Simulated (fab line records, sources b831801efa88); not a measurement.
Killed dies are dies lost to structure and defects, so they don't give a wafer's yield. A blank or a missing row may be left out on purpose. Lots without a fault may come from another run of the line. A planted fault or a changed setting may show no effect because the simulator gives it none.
fab line records | flow sky130
record lots=24 wafers=72 last_day=50
route steps=708 shown LDD_N@254 LDD_P@263 RES_XHIGH@340 CONTACT@421 VIA2@523
lots that met no fault: from a run of the same line without faults
start_h: hours from the record's first day to the start of the lot's first wafer shown | wait_h: hours since the lot's step before | " the same as in the row above | L1.1+2: a row that stands for several wafers | - no value, or no start given | * or withheld: withheld | < > ~ a bound
route shown NAME@n: a module of which the file shows steps, and the number in the route of the first | usual: mean/standard deviation of fault-free wafers | same: alike in all rows | chamber/n: place in a boat | sites: the reading at each site | _std_site: their standard deviation | _edge_site: outer sites' mean less inner sites' | radius_mm: how far each site lies from the wafer's centre | mask NAME#n: copy n | behind: the tool/chamber that last shaped the wafer | hold: why the lot was held/for how many hours/how that ended | device: the transistor (n, p or np) that didn't switch | end of line: the same wafers' tests at the end of the route | a step without rows: its recipe alone | killed: dies lost to structure and defects at the first sort, not the wafer's yield | map: a wafer's dies, x killed, . not, _ none there
set.NAME: the setting as run; set.NAME@STEP: as run at that earlier step | model.NAME: the simulator's own value behind a step, which no gauge read
steps of the route over a sample of lots; a table a step, a row a wafer
services: from which hour (start_h, from the record's first day; less than 0 if before it) a tool's chamber was out of use, for how many hours, and why
## steps
# step SKY_LDD_N_TW_MEAS_17
# usual LDD_N_TW=2581/14
# columns lot.wafer tool chamber start_h wait_h LDD_N_TW
L075.1 film_metro-03 - 404.63 0.1 2566
L075.3 " - " " 2572
L075.6 " - " " 2569
L074.1 film_metro-03 - 405.92 0.1 2583
L074.5 " - " " 2576
L074.6 " - " " 2578
L076.3 film_metro-01 - 418.59 0.1 2594
L076.4 " - " " 2573
L076.5 " - " " 2575
L077.1 film_metro-03 - 425.54 0.1 2581
L077.2 " - " " 2574
L077.5 " - " " 2577
L078.1 film_metro-01 - 438.43 0.1 2582
L078.3 " - " " 2584
L078.4 " - " " 2587
L079.3 film_metro-04 - 446.90 0.1 2590
L079.5 " - " " 2591
L079.6 " - " " 2593
L080.2 film_metro-01 - 455.15 0.1 2570
L080.3 " - " " 2582
L080.5 " - " " 2574
L082.2 film_metro-03 - 466.73 0.1 2565
L082.3 " - " " 2570
L082.5 " - " " 2566
L081.1 film_metro-03 - 470.23 0.1 2575
L081.4 " - " " 2572
L081.6 " - " " 2570
L083.2 film_metro-04 - 481.74 0.1 2570
L083.3 " - " " 2586
L083.6 " - " " 2584
L084.2 film_metro-03 - 492.59 0.1 2551
L084.3 " - " " 2544
L084.5 " - " " 2548
L085.2 film_metro-04 - 501.19 0.1 2582
L085.3 " - " " 2574
L085.5 " - " " 2574
L087.1 film_metro-03 - 512.82 0.1 2560
L087.2 " - " " 2572
L087.5 " - " " 2559
L086.2 film_metro-04 - 527.23 0.1 2587
L086.3 " - " " 2598
L086.4 " - " " 2595
L088.3 film_metro-01 - 528.49 0.1 2588
L088.4 " - " " 2595
L088.5 " - " " 2599
L089.1 film_metro-04 - 537.39 0.1 2575
L089.2 " - " " 2584
L089.3 " - " " 2575
L091.2 film_metro-04 - 567.85 0.1 2588
L091.3 " - " " 2598
L091.4 " - " " 2574
L090.4 film_metro-04 - 574.12 0.1 2587
L090.5 " - " " 2594
L090.6 " - " " 2594
L093.2 film_metro-04 - 579.00 0.1 2578
L093.5 " - " " 2597
L093.6 " - " " 2595
L094.3 film_metro-03 - 582.86 0.1 2577
L094.4 " - " " 2580
L094.6 " - " " 2582
L092.3 film_metro-01 - 584.69 0.1 2578
L092.4 " - " " 2611
L092.5 " - " " 2599
L095.1 film_metro-04 - 591.22 0.1 2587
L095.4 " - " " 2603
L095.5 " - " " 2599
L096.2 film_metro-04 - 597.78 0.1 2598
L096.4 " - " " 2596
L096.5 " - " " 2594
L097.3 film_metro-04 - 609.75 0.1 2594
L097.5 " - " " 2579
L097.6 " - " " 2593
# step SKY_LDD_P_OVL_MEAS_08
# usual LDD_P_OVL=-0.8/1.6
# columns lot.wafer tool chamber start_h wait_h LDD_P_OVL[nm]
L075.1 overlay-01 - 433.87 0.1 0.0
L075.3 " - " " 1.5
L075.6 " - " " 0.7
L074.1 overlay-02 - 435.72 0.1 -3.1
L074.5 " - " " -3.9
L074.6 " - " " -3.2
L076.3 overlay-01 - 449.14 0.1 -0.1
L076.4 " - " " 0.0
L076.5 " - " " 1.1
L077.1 overlay-01 - 456.80 0.1 -2.8
L077.2 " - " " -1.4
L077.5 " - " " -2.8
L078.1 overlay-01 - 469.32 0.1 1.2
L078.3 " - " " 1.5
L078.4 " - " " 2.7
L079.3 overlay-01 - 478.14 0.1 -0.8
L079.5 " - " " 0.5
L079.6 " - " " -1.0
L080.2 overlay-02 - 485.86 0.1 -1.6
L080.3 " - " " -2.2
L080.5 " - " " -3.0
L082.2 overlay-02 - 497.68 0.1 0.4
L082.3 " - " " 0.8
L082.5 " - " " 1.3
L081.1 overlay-02 - 500.72 0.1 -4.0
L081.4 " - " " -2.6
L081.6 " - " " -5.2
L083.2 overlay-01 - 512.73 0.1 -2.6
L083.3 " - " " -1.6
L083.6 " - " " -1.5
L084.2 overlay-01 - 523.41 0.1 -0.2
L084.3 " - " " -0.1
L084.5 " - " " -1.0
L085.2 overlay-02 - 531.53 0.1 -0.5
L085.3 " - " " -1.2
L085.5 " - " " -0.7
L087.1 overlay-01 - 542.97 0.1 -1.2
L087.2 " - " " 0.3
L087.5 " - " " 0.0
L086.2 overlay-01 - 557.23 0.1 1.1
L086.3 " - " " -0.4
L086.4 " - " " 0.4
L088.3 overlay-01 - 559.29 0.1 -2.9
L088.4 " - " " -0.7
L088.5 " - " " -1.5
L089.1 overlay-01 - 567.52 0.1 1.6
L089.2 " - " " 0.5
L089.3 " - " " 0.0
L091.2 overlay-02 - 596.98 0.1 -1.4
L091.3 " - " " -0.9
L091.4 " - " " -0.2
L090.4 overlay-01 - 604.04 0.1 1.7
L090.5 " - " " 2.1
L090.6 " - " " 2.8
L093.2 overlay-02 - 608.58 0.1 -0.1
L093.5 " - " " -2.0
L093.6 " - " " -0.7
L094.3 overlay-02 - 611.86 0.1 -1.8
L094.4 " - " " -0.7
L094.6 " - " " -2.2
L092.3 overlay-01 - 614.54 0.1 -0.5
L092.4 " - " " -1.3
L092.5 " - " " -0.9
L095.1 overlay-02 - 620.42 0.1 -3.0
L095.4 " - " " -2.2
L095.5 " - " " -2.9
L096.2 overlay-02 - 627.59 0.1 -0.2
L096.4 " - " " -0.4
L096.5 " - " " -0.9
L097.3 overlay-02 - 638.99 0.1 -1.6
L097.5 " - " " -2.8
L097.6 " - " " -2.8
# step SKY_RES_XHIGH_STRIP_08
# recipe chemistry=O2/N2 power_w=1400 pressure_mtorr=1500 platen_temp_c=withheld o2_flow_sccm=3000 n2_flow_sccm=300 overash_fraction=0.5
# usual chamber_pressure_mTorr=1500.1/1.3 drypump_motor_current_A=5.59/0.21 oes_product_au=0.711/0.0046 strip_time_to_endpoint_s=14.28/0.037
# columns lot.wafer tool chamber start_h wait_h chamber_pressure_mTorr drypump_motor_current_A oes_product_au rf_hours_counter_h strip_time_to_endpoint_s
L075.1 plasma_asher-04 0 619.59 0.1 1500.4 5.68 0.714 90 14.34
L075.3 " 0 " " 1500.8 5.69 0.709 - 14.31
L075.6 " 1 " " 1501.7 5.37 0.709 - 14.31
L074.1 plasma_asher-02 0 619.89 0.1 1498.9 5.45 0.714 48 14.25
L074.5 " 0 " " 1500.5 5.44 0.712 - 14.31
L074.6 " 1 " " 1499.4 5.53 0.708 - 14.30
L076.3 plasma_asher-03 1 633.38 0.1 1500.4 5.94 0.712 - 14.28
L076.4 " 0 " " 1500.1 5.43 0.706 - 14.24
L076.5 " 0 " " 1499.6 5.43 0.706 - 14.24
L077.1 plasma_asher-02 1 641.04 0.1 1497.9 5.55 0.709 50 14.27
L077.2 " 0 " " 1500.3 5.47 0.712 50 14.25
L077.5 " 0 " " 1500.1 5.45 0.713 - 14.25
L078.1 plasma_asher-02 1 651.80 0.1 1498.8 5.49 0.721 51 14.28
L078.3 " 1 " " 1502.0 5.51 0.712 - 14.30
L078.4 " 0 " " 1500.8 5.49 0.720 - 14.27
L079.3 plasma_asher-02 0 659.68 0.1 1500.2 5.47 0.718 - 14.26
L079.5 " 1 " " 1499.0 5.55 0.703 - 14.28
L079.6 " 0 " " 1501.4 5.48 0.710 - 14.28
L080.2 plasma_asher-02 0 668.30 0.1 1501.4 5.51 0.713 53 14.21
L080.3 " 0 " " 1499.8 5.47 0.707 - 14.28
L080.5 " 0 " " 1500.1 5.46 0.708 - 14.25
L082.2 plasma_asher-03 1 677.05 0.1 1501.9 5.96 0.713 89 14.35
L082.3 " 1 " " 1497.3 5.95 0.706 - 14.32
L082.5 " 1 " " 1500.2 5.96 0.712 - 14.31
L081.1 plasma_asher-03 0 679.70 0.1 1502.8 5.40 0.714 89 14.27
L081.4 " 1 " " 1497.8 5.95 0.712 - 14.33
L081.6 " 1 " " 1502.2 5.93 0.712 - 14.30
L083.2 plasma_asher-03 1 692.39 0.1 1501.3 5.96 0.712 91 14.32
L083.3 " 0 " " 1503.5 5.44 0.711 - 14.32
L083.6 " 1 " " 1500.5 5.95 0.710 - 14.34
L084.2 plasma_asher-04 1 701.94 0.1 1502.0 5.38 0.713 98 14.32
L084.3 " 1 " " 1501.1 5.37 0.708 - 14.37
L084.5 " 1 " " 1501.1 5.39 0.715 - 14.32
L085.2 plasma_asher-04 0 709.35 0.1 1501.0 5.69 0.714 99 14.30
L085.3 " 1 " " 1501.4 5.40 0.720 - 14.27
L085.5 " 0 " " 1500.0 5.70 0.703 - 14.33
L087.1 plasma_asher-03 0 719.39 0.1 1500.2 5.43 0.717 93 14.28
L087.2 " 1 " " 1498.7 5.96 0.715 93 14.29
L087.5 " 1 " " 1499.8 5.95 0.715 - 14.31
L086.2 plasma_asher-04 0 732.54 0.1 1500.2 5.71 0.708 101 14.31
L086.3 " 0 " " 1498.9 5.69 0.707 - 14.34
L086.4 " 1 " " 1498.7 5.41 0.710 - 14.28
L088.3 plasma_asher-02 0 734.43 0.1 1500.1 5.47 0.708 - 14.20
L088.4 " 1 " " 1499.7 5.55 0.714 - 14.24
L088.5 " 1 " " 1499.1 5.55 0.709 - 14.21
L089.1 plasma_asher-03 1 741.05 0.1 1500.4 5.96 0.718 95 14.36
L089.2 " 0 " " 1499.1 5.44 0.719 95 14.29
L089.3 " 1 " " 1501.3 5.95 0.704 - 14.34
L091.2 plasma_asher-03 0 768.84 0.1 1499.8 5.46 0.707 98 14.21
L091.3 " 1 " " 1499.2 5.96 0.709 - 14.18
L091.4 " 0 " " 1500.5 5.44 0.719 - 14.20
L090.4 plasma_asher-04 1 774.78 0.1 1498.7 5.39 0.709 - 14.28
L090.5 " 1 " " 1499.5 5.39 0.712 - 14.31
L090.6 " 0 " " 1499.0 5.69 0.702 - 14.28
L093.2 plasma_asher-04 0 777.90 0.1 1500.3 5.71 0.719 3 14.23
L093.5 " 1 " " 1500.1 5.40 0.712 - 14.26
L093.6 " 0 " " 1498.6 5.69 0.718 - 14.27
L094.3 plasma_asher-04 1 782.73 0.1 1499.9 5.37 0.715 - 14.27
L094.4 " 0 " " 1501.7 5.68 0.720 - 14.27
L094.6 " 0 " " 1498.8 5.70 0.708 - 14.25
L092.3 plasma_asher-03 1 785.48 0.1 1502.2 5.95 0.708 - 14.29
L092.4 " 0 " " 1500.4 5.43 0.712 - 14.30
L092.5 " 0 " " 1501.6 5.42 0.717 - 14.32
L095.1 plasma_asher-04 0 789.95 0.1 1499.7 5.66 0.709 5 14.25
L095.4 " 1 " " 1500.9 5.42 0.711 - 14.27
L095.5 " 1 " " 1498.1 5.41 0.711 - 14.29
L096.2 plasma_asher-03 1 796.70 0.1 1498.3 5.97 0.714 101 14.23
L096.4 " 1 " " 1499.8 5.95 0.706 - 14.29
L096.5 " 1 " " 1498.2 5.96 0.716 - 14.27
L097.3 plasma_asher-03 1 806.34 0.1 1502.6 5.94 0.713 - 14.29
L097.5 " 0 " " 1501.0 5.45 0.713 - 14.32
L097.6 " 1 " " 1502.2 5.95 0.706 - 14.29
# step SKY_CONTACT_OVL_MEAS_15
# usual CONTACT_OVL=0/6.2
# columns lot.wafer tool chamber start_h wait_h CONTACT_OVL[nm]
L075.1 overlay-02 - 738.17 0.1 9
L075.3 " - " " 11
L075.6 " - " " 6
L074.1 overlay-02 - 738.51 0.1 -5
L074.5 " - " " -2
L074.6 " - " " -5
L076.3 overlay-02 - 748.93 0.1 0
L076.4 " - " " 0
L076.5 " - " " -7
L077.1 overlay-01 - 757.71 0.1 6
L077.2 " - " " 0
L077.5 " - " " 3
L078.1 overlay-01 - 768.12 0.1 -4
L078.3 " - " " -5
L078.4 " - " " -1
L079.3 overlay-02 - 773.03 0.1 -1
L079.5 " - " " -5
L079.6 " - " " -7
L080.2 overlay-02 - 783.08 0.1 8
L080.3 " - " " 6
L080.5 " - " " 2
L082.2 overlay-02 - 790.88 0.1 5
L082.3 " - " " 9
L082.5 " - " " 5
L081.1 overlay-02 - 794.41 0.1 -5
L081.4 " - " " -4
L081.6 " - " " 1
L083.2 overlay-02 - 805.38 0.1 14
L083.3 " - " " 3
L083.6 " - " " 12
L084.2 overlay-02 - 813.75 0.1 -5
L084.3 " - " " -8
L084.5 " - " " -9
L085.2 overlay-02 - 822.33 0.1 6
L085.3 " - " " 9
L085.5 " - " " 6
L087.1 overlay-01 - 830.07 0.1 4
L087.2 " - " " 3
L087.5 " - " " 4
L086.2 overlay-01 - 842.08 0.1 2
L086.3 " - " " 6
L086.4 " - " " 4
L088.3 overlay-02 - 845.28 0.1 -4
L088.4 " - " " -7
L088.5 " - " " -5
L089.1 overlay-02 - 851.77 0.1 -1
L089.2 " - " " -1
L089.3 " - " " -7
L091.2 overlay-01 - 878.92 0.1 1
L091.3 " - " " -4
L091.4 " - " " 1
L090.4 overlay-02 - 881.49 0.1 -11
L090.5 " - " " -15
L090.6 " - " " -20
L093.2 overlay-02 - 885.92 0.1 -4
L093.5 " - " " -2
L093.6 " - " " 2
L094.3 overlay-01 - 891.34 0.1 2
L094.4 " - " " 4
L094.6 " - " " 3
L092.3 overlay-01 - 893.88 0.1 -2
L092.4 " - " " -9
L092.5 " - " " -7
L095.1 overlay-02 - 897.78 0.1 1
L095.4 " - " " 0
L095.5 " - " " -1
L096.2 overlay-02 - 904.73 0.1 4
L096.4 " - " " 1
L096.5 " - " " 1
L097.3 overlay-01 - 913.18 0.1 4
L097.5 " - " " 2
L097.6 " - " " 1
# step SKY_VIA2_STRIP_16
# recipe chemistry=O2/N2 power_w=1400 pressure_mtorr=1500 platen_temp_c=withheld o2_flow_sccm=3000 n2_flow_sccm=300 overash_fraction=0.5
# usual chamber_pressure_mTorr=1499.9/1.4 drypump_motor_current_A=5.56/0.18 oes_product_au=0.398/0.0049 strip_time_to_endpoint_s=4.04/0.035
# columns lot.wafer tool chamber start_h wait_h chamber_pressure_mTorr drypump_motor_current_A oes_product_au rf_hours_counter_h strip_time_to_endpoint_s
L075.1 plasma_asher-03 0 850.62 0.0 1501.3 5.42 0.405 106 4.06
L075.3 " 0 " " 1501.5 5.43 0.396 - 4.06
L075.6 " 0 " " 1499.2 5.44 0.410 - 4.08
L074.1 plasma_asher-04 1 850.97 0.0 1501.3 5.41 0.398 10 4.06
L074.5 " 0 " " 1500.7 5.69 0.395 - 4.08
L074.6 " 1 " " 1502.1 5.37 0.402 - 4.03
L076.3 plasma_asher-04 0 859.39 0.1 1500.6 5.71 0.399 - 4.07
L076.4 " 1 " " 1498.4 5.38 0.403 - 4.07
L076.5 " 0 " " 1500.9 5.71 0.401 - 4.07
L077.1 plasma_asher-03 1 868.32 0.0 1500.3 5.93 0.395 108 4.00
L077.2 " 0 " " 1498.4 5.45 0.401 108 4.03
L077.5 " 0 " " 1500.9 5.45 0.403 - 4.02
L078.1 plasma_asher-03 0 879.71 0.0 1500.5 5.43 0.396 110 4.06
L078.3 " 1 " " 1497.0 5.95 0.404 - 4.01
L078.4 " 0 " " 1499.2 5.42 0.394 - 4.10
L079.3 plasma_asher-03 1 882.35 0.1 1500.0 5.97 0.398 - 4.05
L079.5 " 0 " " 1499.3 5.43 0.392 - 4.06
L079.6 " 1 " " 1497.9 5.96 0.397 - 4.01
L080.2 plasma_asher-04 1 893.06 0.0 1499.0 5.36 0.396 14 3.98
L080.3 " 0 " " 1499.3 5.70 0.406 - 4.06
L080.5 " 1 " " 1501.8 5.41 0.393 - 3.97
L082.2 plasma_asher-02 0 901.26 0.0 1499.0 5.45 0.395 75 3.95
L082.3 " 1 " " 1502.3 5.53 0.400 - 4.04
L082.5 " 0 " " 1500.5 5.50 0.393 - 3.96
L081.1 plasma_asher-02 0 904.21 0.0 1499.3 5.45 0.397 75 4.04
L081.4 " 0 " " 1501.1 5.47 0.401 - 4.08
L081.6 " 0 " " 1497.2 5.49 0.406 - 4.03
L083.2 plasma_asher-03 1 915.06 0.0 1499.3 5.96 0.393 113 4.01
L083.3 " 1 " " 1499.5 5.95 0.400 - 4.06
L083.6 " 1 " " 1501.6 5.98 0.399 - 4.07
L084.2 plasma_asher-02 0 922.66 0.0 1498.9 5.48 0.402 77 4.02
L084.3 " 0 " " 1502.0 5.47 0.396 - 4.03
L084.5 " 1 " " 1498.8 5.52 0.397 - 4.09
L085.2 plasma_asher-02 1 930.61 0.0 1498.9 5.50 0.388 78 4.08
L085.3 " 1 " " 1498.0 5.52 0.406 - 4.09
L085.5 " 0 " " 1500.5 5.46 0.397 - 4.06
L087.1 plasma_asher-04 1 937.46 0.0 1502.1 5.36 0.395 19 4.05
L087.2 " 0 " " 1499.7 5.65 0.401 19 4.07
L087.5 " 0 " " 1499.6 5.68 0.400 - 4.08
L086.2 plasma_asher-04 1 949.92 0.0 1499.7 5.40 0.404 20 4.01
L086.3 " 1 " " 1498.3 5.36 0.398 - 4.05
L086.4 " 0 " " 1502.4 5.70 0.402 - 4.00
L088.3 plasma_asher-02 0 953.44 0.1 1497.8 5.45 0.391 - 4.04
L088.4 " 1 " " 1500.5 5.55 0.398 - 4.03
L088.5 " 1 " " 1502.9 5.56 0.398 - 4.04
L089.1 plasma_asher-02 1 958.87 0.0 1498.8 5.53 0.397 81 3.98
L089.2 " 0 " " 1501.4 5.48 0.390 81 4.01
L089.3 " 1 " " 1500.6 5.51 0.397 - 4.03
L091.2 plasma_asher-02 1 985.16 0.0 1500.5 5.56 0.404 84 4.06
L091.3 " 1 " " 1501.8 5.53 0.406 - 4.04
L091.4 " 0 " " 1499.3 5.46 0.401 - 4.03
L090.4 plasma_asher-02 0 986.89 0.1 1501.2 5.46 0.404 - 4.05
L090.5 " 1 " " 1500.0 5.53 0.396 - 4.05
L090.6 " 0 " " 1499.3 5.47 0.393 - 4.05
L093.2 plasma_asher-02 1 990.36 0.0 1497.1 5.51 0.395 84 4.05
L093.5 " 0 " " 1499.4 5.46 0.399 - 4.03
L093.6 " 1 " " 1498.9 5.49 0.397 - 4.00
L094.3 plasma_asher-02 0 993.90 0.1 1498.4 5.49 0.397 - 4.02
L094.4 " 1 " " 1500.1 5.49 0.399 - 4.04
L094.6 " 1 " " 1500.8 5.51 0.396 - 4.01
L092.3 plasma_asher-02 0 997.49 0.1 1499.4 5.49 0.396 - 4.07
L092.4 " 1 " " 1499.9 5.50 0.390 - 4.03
L092.5 " 0 " " 1499.3 5.50 0.400 - 4.01
L095.1 plasma_asher-03 1 1000.56 0.0 1499.8 5.97 0.402 121 4.05
L095.4 " 1 " " 1499.5 5.95 0.401 - 4.07
L095.5 " 1 " " 1499.0 5.97 0.406 - 4.02
L096.2 plasma_asher-04 0 1008.36 0.0 1500.5 5.67 0.395 26 4.02
L096.4 " 0 " " 1499.4 5.69 0.401 - 4.07
L096.5 " 0 " " 1500.1 5.68 0.395 - 3.98
L097.3 plasma_asher-03 1 1016.05 0.1 1499.3 5.97 0.390 - 4.04
L097.5 " 0 " " 1500.2 5.45 0.400 - 4.10
L097.6 " 1 " " 1497.9 5.96 0.409 - 4.08
# step SKY_VIA2_CVD_21
# recipe material=W target_thk_nm=420 time_s=126.4 temp_c=400 pressure_torr=40
# usual heater_power_w=912/110
# columns lot.wafer tool chamber start_h wait_h heater_power_w since_wet_clean_h
L075.1 cvd_w-01 1 851.31 0.0 898 947
L075.3 " 0 " " 902 -
L075.6 " 0 " " 898 -
L074.1 cvd_w-02 0 851.63 0.0 1066 448
L074.5 " 1 " " 897 -
L074.6 " 0 " " 1075 -
L076.3 cvd_w-02 0 860.05 0.1 1078 -
L076.4 " 1 " " 896 -
L076.5 " 1 " " 881 -
L077.1 cvd_w-02 0 868.98 0.0 1071 465
L077.2 " 1 " " 877 465
L077.5 " 0 " " 1067 -
L078.1 cvd_w-01 0 880.39 0.0 905 976
L078.3 " 0 " " 905 -
L078.4 " 1 " " 889 -
L079.3 cvd_w-02 1 883.02 0.1 880 -
L079.5 " 1 " " 882 -
L079.6 " 0 " " 1043 -
L080.2 cvd_w-02 0 893.75 0.0 1051 490
L080.3 " 1 " " 906 -
L080.5 " 0 " " 1056 -
L082.2 cvd_w-02 0 901.93 0.0 1060 498
L082.3 " 1 " " 871 -
L082.5 " 0 " " 1099 -
L081.1 cvd_w-02 1 904.92 0.0 894 501
L081.4 " 0 " " 1040 -
L081.6 " 0 " " 1075 -
L083.2 cvd_w-02 0 915.71 0.0 1060 512
L083.3 " 0 " " 1061 -
L083.6 " 1 " " 880 -
L084.2 cvd_w-01 0 923.37 0.0 726 5
L084.3 " 0 " " 738 -
L084.5 " 1 " " 885 -
L085.2 cvd_w-02 0 931.27 0.0 1064 527
L085.3 " 1 " " 884 -
L085.5 " 1 " " 898 -
L087.1 cvd_w-01 0 938.11 0.0 739 20
L087.2 " 1 " " 863 20
L087.5 " 0 " " 739 -
L086.2 cvd_w-01 0 950.59 0.0 739 33
L086.3 " 1 " " 869 -
L086.4 " 0 " " 753 -
L088.3 cvd_w-01 0 954.14 0.1 728 -
L088.4 " 1 " " 874 -
L088.5 " 1 " " 834 -
L089.1 cvd_w-02 1 959.52 0.0 909 556
L089.2 " 0 " " 1068 556
L089.3 " 0 " " 1067 -
L091.2 cvd_w-02 0 985.87 0.0 1069 582
L091.3 " 0 " " 1083 -
L091.4 " 1 " " 886 -
L090.4 cvd_w-01 0 987.59 0.1 737 -
L090.5 " 0 " " 716 -
L090.6 " 1 " " 867 -
L093.2 cvd_w-02 0 991.05 0.0 1082 587
L093.5 " 1 " " 877 -
L093.6 " 0 " " 1061 -
L094.3 cvd_w-02 0 994.56 0.1 1052 -
L094.4 " 1 " " 862 -
L094.6 " 0 " " 1063 -
L092.3 cvd_w-01 1 998.15 0.1 876 -
L092.4 " 0 " " 734 -
L092.5 " 1 " " 860 -
L095.1 cvd_w-01 0 1001.21 0.0 741 83
L095.4 " 0 " " 735 -
L095.5 " 0 " " 741 -
L096.2 cvd_w-01 1 1009.02 0.0 871 91
L096.4 " 1 " " 866 -
L096.5 " 0 " " 751 -
L097.3 cvd_w-02 1 1016.71 0.1 907 -
L097.5 " 1 " " 867 -
L097.6 " 0 " " 1070 -
## services
# columns tool chamber start_h hours kind
cvd_w-01 - 597.75 1.0 repair
cvd_w-02 - 605.38 6.9 pm
plasma_asher-03 - 707.60 4.6 repair
plasma_asher-04 - 733.75 9.0 pm
plasma_asher-04 0 733.75 9.0 vent_cycle
plasma_asher-04 1 733.75 9.0 vent_cycle
plasma_asher-03 - 734.95 2.8 pm
plasma_asher-04 0 742.75 - clean
plasma_asher-04 1 742.75 - clean
plasma_asher-04 - 755.20 0.5 repair
plasma_asher-02 - 783.97 15.6 pm
cvd_w-01 1 801.00 8.2 repair
plasma_asher-04 - 823.87 14.6 pm
plasma_asher-02 - 827.59 2.8 pm
cvd_w-01 - 844.09 6.0 pm
cvd_w-01 0 859.38 13.3 repair
cvd_w-02 - 872.42 1.5 repair
cvd_w-01 - 904.00 14.0 pm
cvd_w-01 0 904.00 14.0 vent_cycle
cvd_w-01 1 904.00 14.0 vent_cycle
cvd_w-01 0 918.00 - clean
cvd_w-01 1 918.00 - clean
plasma_asher-03 - 990.02 1.0 repair
plasma_asher-02 - 1002.51 3.8 repair
## key
fault none
